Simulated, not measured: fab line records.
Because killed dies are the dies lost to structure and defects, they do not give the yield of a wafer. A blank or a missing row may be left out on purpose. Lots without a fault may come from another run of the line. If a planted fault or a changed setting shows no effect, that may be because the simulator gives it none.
The tool behind it: which one?    flow sky130    12 lots (36 wafers sampled), 1 step of a 708-step route

WHAT THE GAUGES READ, wafer by wafer
SKY_CAPM_OVL_MEAS_12.
lot   measured      on          CAPM_OVL (nm)
L075  day 39 11:38  overlay-02  -0.4 1.4 0.4
L077  day 40 14:08  overlay-01  -0.4 -0.1 0.0
L079  day 40 20:07  overlay-02  0.1 4.0 1.8
L081  day 41 11:56  overlay-02  1.4 -2.3 -3.5
L083  day 41 22:52  overlay-02  0.1 0.6 0.7
L085  day 42 18:53  overlay-01  0.0 -2.4 -1.2
L088  day 43 06:01  overlay-01  0.1 -2.3 -0.5
L089  day 43 11:29  overlay-02  -1.2 -2.1 0.1
L091  day 44 00:02  overlay-02  1.6 1.1 -0.4
L093  day 44 10:34  overlay-02  -1.0 1.2 -0.9
L095  day 45 01:31  overlay-02  -1.1 -0.6 -0.7
L097  day 45 10:59  overlay-02  -1.4 -1.2 0.6

TOOL THAT RAN EACH LOT (tool first, then ch and the chambers of the sampled wafers, then the start)
The record holds no process step before these readings.

THE ANSWER, worked out from the rows above alone
Rule: usual is defined by the lots themselves. Put in order of their means at a reading, lots are off if they are a third of the lots or fewer, leave a main group of 4 or more, and stand apart from it by a gap of 3 or more times the standard deviation of the main group's means; of several such gaps the widest counts. If all means in a main group match to the digits the tables above print for the reading, that group is not used. Also off: a lot with no number at a reading for which 4 or more lots have one. Where the step has rows for the other lots, those lots are counted as sound.
Nothing can be told from this: no lot is off at any reading shown.

WHAT WAS PUT IN BY THE SIMULATOR
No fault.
